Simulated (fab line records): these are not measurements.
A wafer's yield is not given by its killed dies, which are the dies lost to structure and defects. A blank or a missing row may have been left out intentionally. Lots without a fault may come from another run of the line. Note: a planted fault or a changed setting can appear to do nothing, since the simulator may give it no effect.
Code-filled problem report in 8D (eight disciplines) form ; flow gf180mcu ; the parts of the form that need people (team, actions taken, sign-off) are left out

== 1. WHAT WENT WRONG ==
Wafers free of any fault read 0.0696 ohm/sq (standard deviation 0.00069) for M2_ALCU_RS at GF_M2_RS_MEAS_05, against a mean of 0.0815 ohm/sq on 6 wafers of 2 lots. That is +17 standard deviations from the usual mean.
The step: measures by four-point-probe.
First seen on wafer L777.3, day 24 09:20, on filmMetro-02. At this step, 33 wafers from 11 lots have a number in the record. The rule behind "out" and "out of limits": a value lying over 4 standard deviations away from the usual mean. Any other wafer with a number is counted as sound.

== 2. WHAT THIS IS AND IS NOT ==
question;is;is not
which readings at this step;M2_ALCU_RS;-
which lots;L777, L778;L762, L764, L766, L768, L769, L772, L776, L780, L783
which wafers of those lots;all that have a number;-
read on which gauges;filmMetro-02, filmMetro-04;filmMetro-03
when;from day 24 09:20;"up to then (21 sound wafers); but 6 sound wafers of L780, L783 came after"

== 3. SUSPECTS, AND WHAT RULES EACH OUT ==
Counting: a tool at a process step up to the reading stays a suspect if it ran every lot that is out and no sound lot after the first of them.
- the gauge at GF_M2_RS_MEAS_05 has been ruled out. 2 gauges (filmMetro-02, filmMetro-04) read the wafers that are out.
- pvdSputter-02 at GF_M2_SPUTTER_02 (material AlCu, target thk 450 nm, time 23.9 s): kept. It ran every lot that is out, first L777 (day 24 09:13), and no sound lot after that; its last sound lot up to then is L772 (day 22 18:22).
- pvdSputter-02 at GF_M2_SPUTTER_03 (material Ti, target thk 10 nm, time 6.426 s): kept. It ran every lot that is out, first L777 (day 24 09:14), and no sound lot after that; its last sound lot up to then is L772 (day 22 18:23).
The count leaves pvdSputter-02 at GF_M2_SPUTTER_03 and pvdSputter-02 at GF_M2_SPUTTER_02.

== 4. THE CAUSE (what the simulator had put in) ==
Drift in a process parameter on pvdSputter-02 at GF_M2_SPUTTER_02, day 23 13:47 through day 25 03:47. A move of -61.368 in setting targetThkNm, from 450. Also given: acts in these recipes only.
After counting, 2 suspects remain, this tool included.

== 5. THE EFFECT CHAIN, in route order ==
Rows list readings where the struck wafers' mean (over those with a number) sits beyond 3 standard deviations from the usual. Scope: only readings with a usual standard deviation given in the record; hours: median across lots of the time from each lot's start at the first step in this table that gives one to its start at this step; sigmas: change in usual standard deviations.
hours;step;reading;usual;on struck wafers;change;sigmas
0;GF_M2_RS_MEAS_05;M2_ALCU_RS;0.0696 ohm/sq;0.0815;+0.0119;+17
3;GF_M2_THK_MEAS_06;M2_ALCU_THK;447 nm;382;-66;-13

== 6. HOW IT WOULD HAVE BEEN CAUGHT EARLIER ==
Counted from the fault's start at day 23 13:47, it took 20 hours until the first out-of-limits reading at a measuring or inspecting step in this record, taken at day 24 09:20.
Of the tool readings at GF_M2_SPUTTER_02 for which the record gives a usual standard deviation, none was out on any struck wafer, so an alarm limit of 4 standard deviations on them would not have fired.
L778, from the lots that are out (2), started GF_M2_SPUTTER_02 on pvdSputter-02 later than day 24 09:20. Had the tool been put on hold then, it would have been spared.
